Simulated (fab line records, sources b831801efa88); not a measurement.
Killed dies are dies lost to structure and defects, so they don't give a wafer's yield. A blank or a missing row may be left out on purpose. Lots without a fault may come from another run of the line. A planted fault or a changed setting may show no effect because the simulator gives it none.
One fault seen from 2 desks | flow sky130 | each desk has only its own numbers; what lay behind them comes last

THE METROLOGY DESK
What the gauges read, lot by lot, whatever tool the lot ran on: means of the sampled wafers that have a number. A lot is out of limits, marked OUT, if its mean lies more than 4 standard deviations from the usual mean; the brackets give that distance.
Columns: A = METAL1_ALCU_RS at SKY_METAL1_RS_MEAS_05, usual 0.1264 ohm/sq; B = METAL1_ALCU_THK at SKY_METAL1_THK_MEAS_06, usual 249.1 nm; C = cd_nm at SKY_METAL1_CD_MEAS_15, usual 139.9 nm
lot  | first seen here | A      | B     | C
L246 | day 32 15:31    | 0.1266 | 249.2 | 140.6
L249 | day 33 17:43    | 0.1272 | 246.4 | 137.5
L252 | day 34 11:20    | 0.1267 | 248.7 | 140.6
L257 | day 36 03:40    | 0.1258 | 251.5 | 139.3
L258 | day 36 13:31    | 0.1271 | 246.0 | -
L259 | day 36 22:56    | 0.1263 | 247.7 | -
This desk's finding: nothing out of limits on any of the 6 lots.

THE TOOL OWNER'S DESK: litho_track-02
The tool's own readings at SKY_METAL1_DEVELOP_14 (develop time 60 s): means of the sampled wafers that have a number, for each lot that ran on this tool. A lot is out of limits, marked OUT, if its mean lies more than 4 standard deviations from the usual mean; the brackets give that distance.
Columns: A = chill_plate_temp_C at SKY_METAL1_DEVELOP_14, usual 23.01 C
lot  | first seen here | A
L249 | day 34 20:00    | 23.09
L252 | day 35 14:00    | 23.01
This desk's finding: nothing out of limits on any of the 2 lots.

PUT TOGETHER
The metrology desk saw nothing out of limits.
The tool owner's desk saw nothing out of limits.

WHAT THE SIMULATOR HAD PUT IN
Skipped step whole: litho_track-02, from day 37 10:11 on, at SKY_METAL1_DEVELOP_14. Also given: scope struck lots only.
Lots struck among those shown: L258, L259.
